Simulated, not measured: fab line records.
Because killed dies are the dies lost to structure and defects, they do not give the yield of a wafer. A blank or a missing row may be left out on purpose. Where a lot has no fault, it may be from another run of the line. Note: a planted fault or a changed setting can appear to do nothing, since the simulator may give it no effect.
fab line records	flow sky130
record lots=6	wafers=18	last-day=50
route steps=708 shown RES_XHIGH@339 SD_N@342 SD_P@359 PAD_OPEN@708
lots untouched by any fault: they come from a run of this same line in which no faults occurred
start-h: start of the lot's first displayed wafer, in hours after the record's first day	wait-h: how many hours have passed since the lot's step before this one	" unchanged from the row above	L1.1+2: several wafers, shown together as one row	- no value, or no start given	* or withheld: withheld	< > ~ a bound
route shown NAME@n: names a module that has steps shown in the file, with the first one's number in the route	usual: mean/standard deviation taken from wafers without a fault	same: alike in all rows	chamber/n: place in a boat	sites: the reading at each site	_std_site: the standard deviation of these	_edge_site: mean of outer sites minus mean of inner sites	radius-mm: for every site, how far away it sits from the centre of the wafer	mask NAME#n: copy n	behind: the most recent tool/chamber to have shaped the wafer	hold: why the lot was held/for how many hours/how that ended	device: whichever transistor did not switch (one of n, p or np)	end of line: the route-end tests of the same wafers	step lacking rows: just its recipe	killed: not the wafer's yield, but the dies lost to structure and defects at the first sort	map: shows each die of a wafer: x if killed, . if not, _ if none is there
set.NAME: the setting as run; set.NAME@STEP: as run at that earlier step	model.NAME: the simulator's own value behind a step, which no gauge read
a table for each step, a row for each wafer; lots at some steps of the route
services: a tool's chamber out of use, with start hour (start-h, from the record's first day; less than 0 if before it), hours out, and reason
## steps
# step SKY_RES_XHIGH_IMPLANT_07
# recipe species=BF2	energy-kev=20	dose-cm2=3.6e+14	tilt-deg=0
# step SKY_RES_XHIGH_STRIP_08
# recipe chemistry=O2/N2	power-w=1400	pressure-mtorr=1500	platen-temp-c=withheld	o2-flow-sccm=3000	n2-flow-sccm=300	overash-fraction=0.5
# usual drypump-motor-current-A=6.13/0.17	o2-flow-sccm=2999/15	oes-product-au=0.711/0.0047	strip-time-to-endpoint-s=14.25/0.033
lot.wafer	tool	chamber	start-h	wait-h	drypump-motor-current-A	o2-flow-sccm	oes-product-au	rf-hours-counter-h	strip-time-to-endpoint-s
L513.1	plasma-asher-03	0	675.02	0.1	6.48	3007	0.706	52	14.24
L513.5	"	0	"	"	6.48	2998	0.713	-	14.25
L513.6	"	1	"	"	5.82	2990	0.708	-	14.22
L516.1	plasma-asher-01	0	696.45	0.1	6.15	3145	0.716	86	14.22
L516.4	"	1	"	"	6.11	2994	0.710	-	14.25
L516.6	"	0	"	"	6.13	3003	0.714	-	14.24
L517.1	plasma-asher-03	1	722.95	0.1	5.79	2995	0.715	56	14.21
L517.2	"	0	"	"	6.45	2992	0.709	56	14.21
L517.4	"	1	"	"	5.81	2996	0.712	-	14.21
L524.2	plasma-asher-01	0	751.86	0.1	6.14	2995	0.705	92	14.28
L524.5	"	0	"	"	6.14	2998	0.704	-	14.26
L524.6	"	1	"	"	6.09	3000	0.707	-	14.23
L527.3	plasma-asher-01	1	777.40	0.1	6.10	2986	0.713	-	14.22
L527.4	"	0	"	"	6.12	3003	0.713	-	14.30
L527.5	"	0	"	"	6.15	3000	0.714	-	14.22
L530.3	plasma-asher-03	0	798.06	0.1	6.46	3006	0.709	-	14.24
L530.4	"	1	"	"	5.76	2996	0.712	-	14.28
L530.6	"	1	"	"	5.81	2993	0.705	-	14.30
# step SKY_RES_XHIGH_TW_MEAS_09
# usual RES_XHIGH_TW=1646/33
lot.wafer	tool	chamber	start-h	wait-h	RES_XHIGH_TW
L513.1	film-metro-01	-	675.12	0.1	1624
L513.5	"	-	"	"	1621
L513.6	"	-	"	"	1628
L516.1	film-metro-03	-	696.55	0.1	1612
L516.4	"	-	"	"	1605
L516.6	"	-	"	"	1613
L517.1	film-metro-01	-	723.05	0.1	1624
L517.2	"	-	"	"	1616
L517.4	"	-	"	"	1629
L524.2	film-metro-01	-	751.97	0.1	1628
L524.5	"	-	"	"	1626
L524.6	"	-	"	"	1624
L527.3	film-metro-03	-	777.48	0.1	1631
L527.4	"	-	"	"	1628
L527.5	"	-	"	"	1624
L530.3	film-metro-02	-	798.14	0.1	1677
L530.4	"	-	"	"	1683
L530.6	"	-	"	"	1685
# step SKY_SD_N_DEHYDRATE_00
# recipe temp-c=200	time-s=60
# step SKY_SD_N_HMDS_01
# recipe prime-time-s=60	prime-temp-c=120
# step SKY_SD_N_COAT_02
# recipe resist=NOVOLAK	spin-rpm=3000	resist-thk-nm=1140
# step SKY_SD_N_SOFTBAKE_03
# recipe temp-c=90	time-s=60	resist=NOVOLAK
# step SKY_SD_N_EXPOSE_04
# recipe mask-id=NSDM	na=0.6	source-shape=conventional	sigma-outer=0.6	polarization=unpolarized	target-cd-nm=380	dose-mj=141
# step SKY_SD_N_PEB_05
# recipe temp-c=withheld	time-s=*	resist=NOVOLAK
# step SKY_SD_N_DEVELOP_06
# recipe resist=NOVOLAK	developer=TMAH	develop-time-s=60	dev-temp-c=23.5
# step SKY_SD_N_CD_MEAS_07
# recipe target-cd-nm=380
# usual cd-nm=380.2/2.6
lot.wafer	tool	chamber	start-h	wait-h	cd-nm
L513.1	cd-sem-01	-	703.02	0.1	379.2
L513.5	"	-	"	"	381.9
L513.6	"	-	"	"	380.5
L516.1	cd-sem-02	-	724.77	0.1	382.3
L516.4	"	-	"	"	380.9
L516.6	"	-	"	"	381.1
L517.1	cd-sem-01	-	749.97	0.1	379.9
L517.2	"	-	"	"	380.0
L517.4	"	-	"	"	379.1
L524.2	cd-sem-01	-	777.94	0.1	381.6
L524.5	"	-	"	"	380.1
L524.6	"	-	"	"	383.8
L527.3	cd-sem-02	-	803.95	0.1	381.7
L527.4	"	-	"	"	381.4
L527.5	"	-	"	"	380.3
L530.3	cd-sem-02	-	824.41	0.1	377.6
L530.4	"	-	"	"	378.1
L530.6	"	-	"	"	377.2
# step SKY_SD_N_OVL_MEAS_08
# usual SD_N_OVL=-0.1/1.3
lot.wafer	tool	chamber	start-h	wait-h	SD_N_OVL[nm]
L513.1	overlay-02	-	703.14	0.1	1.3
L513.5	"	-	"	"	0.6
L513.6	"	-	"	"	1.6
L516.1	overlay-01	-	724.89	0.1	2.3
L516.4	"	-	"	"	1.8
L516.6	"	-	"	"	1.9
L517.1	overlay-01	-	750.09	0.1	-0.8
L517.2	"	-	"	"	-0.6
L517.4	"	-	"	"	-1.1
L524.2	overlay-02	-	778.04	0.1	2.0
L524.5	"	-	"	"	1.8
L524.6	"	-	"	"	2.1
L527.3	overlay-02	-	804.04	0.1	0.9
L527.4	"	-	"	"	0.8
L527.5	"	-	"	"	0.3
L530.3	overlay-01	-	824.50	0.1	-2.3
L530.4	"	-	"	"	0.4
L530.6	"	-	"	"	-0.7
# step SKY_SD_N_IMPLANT_09
# recipe species=As	energy-kev=50	dose-cm2=4e+15	tilt-deg=0
# usual beam-energy-keV=49.998/0.013	dose-ions-cm2=4e+15/4.8e+12	tilt-deg=-0.002/0.019
lot.wafer	tool	chamber	start-h	wait-h	beam-energy-keV	dose-ions-cm2	tilt-deg
L513.1	implanter-01	0	703.18	0.0	50.008	3.992e+15	-0.045
L513.5	"	0	"	"	49.997	3.993e+15	-0.028
L513.6	"	0	"	"	50.004	3.993e+15	-0.032
L516.1	implanter-04	0	724.92	0.0	50.004	4.015e+15	0.010
L516.4	"	0	"	"	49.989	4.008e+15	0.010
L516.6	"	0	"	"	49.983	4.002e+15	-0.010
L517.1	implanter-04	0	750.12	0.0	49.986	3.994e+15	-0.028
L517.2	"	0	"	"	49.989	3.997e+15	-0.020
L517.4	"	0	"	"	50.002	3.998e+15	0.000
L524.2	implanter-01	0	778.10	0.0	49.987	3.654e+15	0.000
L524.5	"	0	"	"	49.976	3.654e+15	-0.001
L524.6	"	0	"	"	49.992	3.65e+15	-0.025
L527.3	implanter-01	0	804.12	0.1	50.002	3.662e+15	-0.010
L527.4	"	0	"	"	50.002	3.659e+15	0.009
L527.5	"	0	"	"	49.995	3.658e+15	0.024
L530.3	implanter-03	0	824.57	0.1	49.979	4e+15	-0.005
L530.4	"	0	"	"	49.998	4.004e+15	0.008
L530.6	"	0	"	"	50.032	4.002e+15	0.011
# step SKY_SD_N_IMPLANT_10
# recipe species=P	energy-kev=20	dose-cm2=1e+14	tilt-deg=0
# step SKY_SD_N_STRIP_11
# recipe chemistry=O2/N2	power-w=1400	pressure-mtorr=1500	platen-temp-c=withheld	o2-flow-sccm=3000	n2-flow-sccm=300	overash-fraction=0.5
# usual drypump-motor-current-A=6.0/0.31	o2-flow-sccm=3000/9.8	oes-product-au=0.527/0.0043	strip-time-to-endpoint-s=22.52/0.039
lot.wafer	tool	chamber	start-h	wait-h	drypump-motor-current-A	o2-flow-sccm	oes-product-au	rf-hours-counter-h	strip-time-to-endpoint-s
L513.1	plasma-asher-03	1	703.48	0.1	5.8	2996	0.529	55	22.55
L513.5	"	0	"	"	6.4	3000	0.528	-	22.53
L513.6	"	1	"	"	5.8	3005	0.521	-	22.59
L516.1	plasma-asher-02	1	725.22	0.1	5.6	3001	0.525	29	22.56
L516.4	"	0	"	"	5.9	3003	0.533	-	22.56
L516.6	"	1	"	"	5.6	2999	0.528	-	22.55
L517.1	plasma-asher-04	1	750.42	0.1	6.3	3014	0.527	1	22.56
L517.2	"	0	"	"	6.0	3000	0.530	1	22.53
L517.4	"	1	"	"	6.3	2996	0.528	-	22.54
L524.2	plasma-asher-03	0	778.37	0.1	6.5	2989	0.534	61	22.18
L524.5	"	0	"	"	6.5	2986	0.526	-	22.14
L524.6	"	1	"	"	5.8	3001	0.534	-	22.15
L527.3	plasma-asher-02	1	804.40	0.1	5.5	3001	0.527	-	22.17
L527.4	"	0	"	"	5.9	2996	0.533	-	22.21
L527.5	"	1	"	"	5.6	2998	0.531	-	22.22
L530.3	plasma-asher-03	0	824.86	0.1	6.4	2994	0.530	-	22.49
L530.4	"	1	"	"	5.8	2995	0.523	-	22.49
L530.6	"	1	"	"	5.8	3000	0.535	-	22.49
# step SKY_SD_N_TW_MEAS_12
# usual SD_N_TW=3993/79
lot.wafer	tool	chamber	start-h	wait-h	SD_N_TW
L513.1	film-metro-02	-	703.58	0.1	4107
L513.5	"	-	"	"	4092
L513.6	"	-	"	"	4104
L516.1	film-metro-02	-	725.32	0.1	4082
L516.4	"	-	"	"	4103
L516.6	"	-	"	"	4086
L517.1	film-metro-02	-	750.52	0.1	4097
L517.2	"	-	"	"	4121
L517.4	"	-	"	"	4111
L524.2	film-metro-02	-	778.48	0.1	4088
L524.5	"	-	"	"	4055
L524.6	"	-	"	"	4055
L527.3	film-metro-02	-	804.52	0.1	4072
L527.4	"	-	"	"	4059
L527.5	"	-	"	"	4057
L530.3	film-metro-01	-	824.94	0.1	3963
L530.4	"	-	"	"	3972
L530.6	"	-	"	"	3920
# step SKY_SD_N_CLEAN_13
# recipe chemistry=SC1/SC2	mix=1:4:20	temp-c=70	time-s=150	dry=n2-spin
# step SKY_SD_N_RTA_14
# recipe temp-c=1075	time-s=2	idle-temp-c=650	ramp-up-c-per-s=150	ramp-down-c-per-s=90	ambient=N2
# usual chamber-o2-ppm=2.002/0.022	lamp-power-pct=15.73/0.055	wafer_temp_C_max=1078.1/1.3
lot.wafer	tool	chamber	start-h	wait-h	chamber-o2-ppm	lamp-power-pct	wafer_temp_C_max
L513.1	rtp-anneal-02	0	703.69	0.0	2.022	15.65	1077.1
L513.5	"	0	"	"	2.008	15.67	1080.0
L513.6	"	0	"	"	2.011	15.64	1079.5
L516.1	rtp-anneal-01	0	725.52	0.0	2.030	15.78	1079.8
L516.4	"	0	"	"	1.997	15.73	1079.2
L516.6	"	0	"	"	2.014	15.86	1076.4
L517.1	rtp-anneal-01	0	750.64	0.0	1.996	15.75	1079.3
L517.2	"	0	"	"	1.983	15.72	1076.6
L517.4	"	0	"	"	1.992	15.70	1077.8
L524.2	rtp-anneal-01	0	778.59	0.0	2.018	15.78	1079.4
L524.5	"	0	"	"	2.001	15.76	1076.6
L524.6	"	0	"	"	1.998	15.68	1077.1
L527.3	rtp-anneal-02	0	804.62	0.0	2.029	15.68	1077.5
L527.4	"	0	"	"	1.973	15.76	1080.5
L527.5	"	0	"	"	1.970	15.73	1075.8
L530.3	rtp-anneal-01	0	825.05	0.0	1.977	15.71	1079.1
L530.4	"	0	"	"	1.981	15.69	1077.2
L530.6	"	0	"	"	2.001	15.78	1077.4
# step SKY_SD_N_RS_MEAS_16
# recipe thk-meas-gauge=four-point-probe
# usual SD_N_RS=68.56/0.13
lot.wafer	tool	chamber	start-h	wait-h	SD_N_RS[ohm/sq]
L513.1	film-metro-01	-	703.87	0.1	68.53
L513.5	"	-	"	"	68.45
L513.6	"	-	"	"	68.51
L516.1	film-metro-03	-	725.69	0.1	68.35
L516.4	"	-	"	"	68.42
L516.6	"	-	"	"	68.45
L517.1	film-metro-02	-	750.81	0.1	68.59
L517.2	"	-	"	"	68.67
L517.4	"	-	"	"	68.65
L524.2	film-metro-01	-	778.78	0.1	69.23
L524.5	"	-	"	"	69.37
L524.6	"	-	"	"	69.46
L527.3	film-metro-01	-	804.82	0.1	69.36
L527.4	"	-	"	"	69.25
L527.5	"	-	"	"	69.15
L530.3	film-metro-02	-	825.25	0.1	68.66
L530.4	"	-	"	"	68.81
L530.6	"	-	"	"	68.68
# step SKY_SD_N_RS_MEAS_17
# recipe thk-meas-gauge=four-point-probe
# usual SD_P_RS=147.1/0.42
lot.wafer	tool	chamber	start-h	wait-h	SD_P_RS[ohm/sq]
L513.1	film-metro-01	-	703.99	0.1	147.1
L513.5	"	-	"	"	147.0
L513.6	"	-	"	"	146.9
L516.1	film-metro-03	-	725.81	0.1	147.2
L516.4	"	-	"	"	147.0
L516.6	"	-	"	"	146.8
L517.1	film-metro-02	-	750.93	0.1	147.3
L517.2	"	-	"	"	147.5
L517.4	"	-	"	"	147.8
L524.2	film-metro-01	-	778.90	0.1	146.9
L524.5	"	-	"	"	147.1
L524.6	"	-	"	"	147.0
L527.3	film-metro-01	-	804.94	0.1	146.9
L527.4	"	-	"	"	147.1
L527.5	"	-	"	"	146.6
L530.3	film-metro-02	-	825.37	0.1	147.0
L530.4	"	-	"	"	147.0
L530.6	"	-	"	"	146.9
# step SKY_PAD_OPEN_PROBE_99
# usual killed_at_M0_to_M3=44/7.3	killed_at_M4_up=3.1/1.9	killed-at-contacts=24/5.3	killed-at-front-end=15/4	killed-at-other=0.4/0.6	killed-dies=86/9.2	killed-open=47/6.9	killed-short=39/6.9
# same gross-dies=492	killed-at-back-side=0
lot.wafer	tool	chamber	start-h	wait-h	killed_at_M0_to_M3	killed_at_M4_up	killed-at-contacts	killed-at-front-end	killed-at-other	killed-dies	killed-open	killed-short	model.etest.res-ndiff-hv.rs-ohm-sq	model.etest.res-ndiff.rs-ohm-sq
L513.1	prober-02	-	1115.76	0.1	31	0	25	13	0	69	45	24	113.6	120.2
L513.5	prober-02	-	1115.96	0.2	49	0	21	20	0	90	41	49	113.8	119
L513.6	prober-02	-	1116.01	0.2	32	3	21	13	0	69	39	30	114.5	120
L516.1	prober-01	-	1133.20	0.1	45	4	22	21	0	92	57	35	113.5	119.3
L516.4	prober-01	-	1133.35	0.2	46	6	27	12	0	91	52	39	113.6	118.9
L516.6	prober-01	-	1133.45	0.2	36	2	34	7	0	79	46	33	113.5	120.6
L517.1	prober-01	-	1146.69	0.1	37	0	21	18	0	76	45	31	113.8	119.6
L517.2	prober-01	-	1146.74	0.1	48	1	31	16	1	97	51	46	113.8	120.3
L517.4	prober-01	-	1146.84	0.2	36	3	24	15	0	78	44	34	113.7	118.8
L524.2	prober-02	-	1168.95	0.1	36	6	17	19	1	79	43	36	117.1	123.3
L524.5	prober-02	-	1169.10	0.2	50	3	16	11	0	80	44	36	117.1	123.2
L524.6	prober-02	-	1169.15	0.2	38	5	35	21	0	99	42	57	117.6	123.7
L527.3	prober-02	-	1186.20	0.2	43	2	30	10	0	85	51	34	118.2	124.2
L527.4	prober-02	-	1186.25	0.2	45	3	14	7	0	69	44	25	117.5	124.6
L527.5	prober-02	-	1186.30	0.2	42	3	19	19	1	84	41	42	117.6	123.2
L530.3	prober-01	-	1195.16	0.2	37	7	35	12	0	91	51	39	112	118.4
L530.4	prober-01	-	1195.21	0.2	35	4	24	20	0	83	51	31	112.5	118.4
L530.6	prober-01	-	1195.31	0.2	45	2	33	18	0	98	48	50	112.4	118.2
# killed by level:class
L513.1 VIA1:geometric-particle:open=10 LI_CONTACT:geometric-particle:open=8 CONTACT:geometric-particle:open=8 METAL2:geometric-particle:short=5 VIA3:geometric-particle:open=5 FIELD_ISO:geometric-particle:open=3 POLY_GATE:geometric-particle:short=3 LOCAL_INTERCONNECT:geometric-particle:open=3
L513.5 CONTACT:geometric-particle:open=8 METAL1:geometric-particle:short=8 METAL2:geometric-particle:short=8 VIA2:geometric-particle:open=7 VIA2:geometric-particle:short=6 POLY_GATE:geometric-particle:short=5 LI_CONTACT:geometric-particle:open=5 VIA3:geometric-particle:open=5
L513.6 CONTACT:geometric-particle:open=9 VIA1:geometric-particle:open=7 CONTACT:geometric-particle:short=5 VIA2:geometric-particle:open=5 VIA3:geometric-particle:open=5 POLY_GATE:geometric-particle:open=4 FIELD_ISO:geometric-particle:short=3 LI_CONTACT:geometric-particle:open=3
L516.1 VIA1:geometric-particle:open=10 VIA2:geometric-particle:short=8 VIA3:geometric-particle:open=8 FIELD_ISO:geometric-particle:open=7 LI_CONTACT:geometric-particle:open=7 CONTACT:geometric-particle:short=7 CONTACT:geometric-particle:open=7 VIA2:geometric-particle:open=4
L516.4 VIA1:geometric-particle:open=14 LI_CONTACT:geometric-particle:open=8 VIA2:geometric-particle:open=8 CONTACT:geometric-particle:open=6 CONTACT:geometric-particle:short=6 LOCAL_INTERCONNECT:geometric-particle:short=5 VIA1:geometric-particle:short=4 METAL2:geometric-particle:open=4
L516.6 LOCAL_INTERCONNECT:geometric-particle:short=10 CONTACT:geometric-particle:open=9 VIA1:geometric-particle:open=9 LI_CONTACT:geometric-particle:open=8 VIA3:geometric-particle:open=8 METAL2:geometric-particle:short=6 CONTACT:geometric-particle:short=5 VIA2:geometric-particle:open=5
L517.1 FIELD_ISO:geometric-particle:open=7 VIA3:geometric-particle:open=7 VIA1:geometric-particle:open=6 LI_CONTACT:geometric-particle:open=5 METAL2:geometric-particle:short=5 VIA2:geometric-particle:open=5 FIELD_ISO:geometric-particle:short=4 POLY_GATE:geometric-particle:open=4
L517.2 VIA2:geometric-particle:open=11 CONTACT:geometric-particle:open=10 LOCAL_INTERCONNECT:geometric-particle:short=8 VIA3:geometric-particle:open=7 METAL1:geometric-particle:short=7 METAL2:geometric-particle:short=5 LI_CONTACT:geometric-particle:open=5 FIELD_ISO:geometric-particle:open=4
L517.4 VIA1:geometric-particle:open=13 CONTACT:geometric-particle:open=8 LI_CONTACT:geometric-particle:open=7 VIA3:geometric-particle:short=4 POLY_GATE:geometric-particle:short=4 CONTACT:geometric-particle:short=4 METAL1:geometric-particle:short=4 VIA2:geometric-particle:open=4
L524.2 LI_CONTACT:geometric-particle:open=8 VIA2:geometric-particle:open=7 FIELD_ISO:geometric-particle:open=5 METAL4:geometric-particle:short=5 VIA3:geometric-particle:open=5 VIA1:geometric-particle:open=5 VIA1:geometric-particle:short=5 VIA2:geometric-particle:short=4
L524.5 VIA1:geometric-particle:open=11 VIA2:geometric-particle:open=9 VIA3:geometric-particle:open=6 CONTACT:geometric-particle:open=6 METAL2:geometric-particle:short=6 METAL3:geometric-particle:short=5 FIELD_ISO:geometric-particle:open=4 VIA3:geometric-particle:short=4
L524.6 METAL1:geometric-particle:short=9 METAL2:geometric-particle:short=9 LI_CONTACT:geometric-particle:open=7 LOCAL_INTERCONNECT:geometric-particle:short=7 CONTACT:geometric-particle:short=7 CONTACT:geometric-particle:open=7 FIELD_ISO:geometric-particle:open=6 POLY_GATE:geometric-particle:short=6
L527.3 VIA1:geometric-particle:open=11 CONTACT:geometric-particle:open=10 VIA2:geometric-particle:open=9 LI_CONTACT:geometric-particle:open=8 VIA2:geometric-particle:short=5 POLY_GATE:geometric-particle:open=4 LOCAL_INTERCONNECT:geometric-particle:short=4 CONTACT:geometric-particle:short=4
L527.4 VIA1:geometric-particle:open=10 VIA3:geometric-particle:open=9 VIA2:geometric-particle:open=5 METAL1:geometric-particle:short=5 FIELD_ISO:geometric-particle:open=4 LI_CONTACT:geometric-particle:open=4 METAL2:geometric-particle:short=4 LI_CONTACT:geometric-particle:short=3
L527.5 VIA1:geometric-particle:open=12 POLY_GATE:geometric-particle:short=9 CONTACT:geometric-particle:open=7 LI_CONTACT:geometric-particle:open=6 METAL2:geometric-particle:short=6 VIA2:geometric-particle:open=6 FIELD_ISO:geometric-particle:open=4 METAL1:geometric-particle:short=4
L530.3 CONTACT:geometric-particle:open=12 LI_CONTACT:geometric-particle:open=12 VIA1:geometric-particle:open=11 LOCAL_INTERCONNECT:geometric-particle:short=7 VIA1:geometric-particle:short=5 VIA3:geometric-particle:short=5 METAL4:geometric-particle:short=4 METAL2:geometric-particle:short=3
L530.4 CONTACT:geometric-particle:open=12 VIA1:geometric-particle:open=11 VIA3:geometric-particle:open=8 FIELD_ISO:geometric-particle:open=4 POLY_GATE:geometric-particle:short=4 FIELD_ISO:geometric-particle:short=3 POLY_GATE:geometric-particle:open=3 SPACER:geometric-particle:open=3
L530.6 CONTACT:geometric-particle:open=10 LI_CONTACT:geometric-particle:open=8 METAL2:geometric-particle:short=8 FIELD_ISO:geometric-particle:open=7 CONTACT:geometric-particle:short=7 VIA3:geometric-particle:open=7 METAL1:geometric-particle:short=6 VIA1:geometric-particle:open=6
## services
tool	chamber	start-h	hours	kind
implanter-01	-	668.99	2.9	pm
plasma-asher-02	-	682.81	1.2	repair
plasma-asher-03	-	695.68	0.5	repair
plasma-asher-03	-	707.93	1.4	repair
plasma-asher-03	-	728.29	8.6	repair
plasma-asher-04	-	733.75	9.0	pm
plasma-asher-04	0	733.75	9.0	vent-cycle
plasma-asher-04	1	733.75	9.0	vent-cycle
plasma-asher-04	0	742.75	-	clean
plasma-asher-04	1	742.75	-	clean
implanter-03	-	783.27	1.4	repair
plasma-asher-04	-	788.76	44.5	pm
implanter-01	-	798.09	1.1	repair
implanter-03	-	811.08	7.8	pm
## key
first-sign step=SKY_SD_N_IMPLANT_09	reading=dose-ions-cm2	direction=down	sigmas=72	usual=*	struck=*
effect step=SKY_SD_N_STRIP_11	reading=strip-time-to-endpoint-s	direction=down	sigmas=8.9	usual=*	struck=*
effect step=SKY_SD_N_RS_MEAS_16	reading=SD_N_RS	direction=up	sigmas=5.6	usual=68.56	struck=69.30
model-effect step=SKY_PAD_OPEN_PROBE_99	value=etest.res-ndiff-hv.rs-ohm-sq	without=115	struck=117.5
met-at SKY_SD_N_IMPLANT_09
struck-wafers L524.2,L524.5,L524.6,L527.3,L527.4,L527.5
tester-left-out L524,L527
onset-between 703.18 778.10
fault kind=process-parameter-drift	tool=implanter-01	chamber=-	onset-h=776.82	steps=SKY_SD_N_IMPLANT_09	channel=dose-cm2	offset=*	shape=step	end-h=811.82	acts-in=*	stated=*
# tester-left-out: of these lots the tester's yield and bins aren't shown, on N5 and GAA mostly nor the transistor test; their killed dies are dies lost to structure and defects alone, not to doping, threshold or leakage, so they don't give the yield
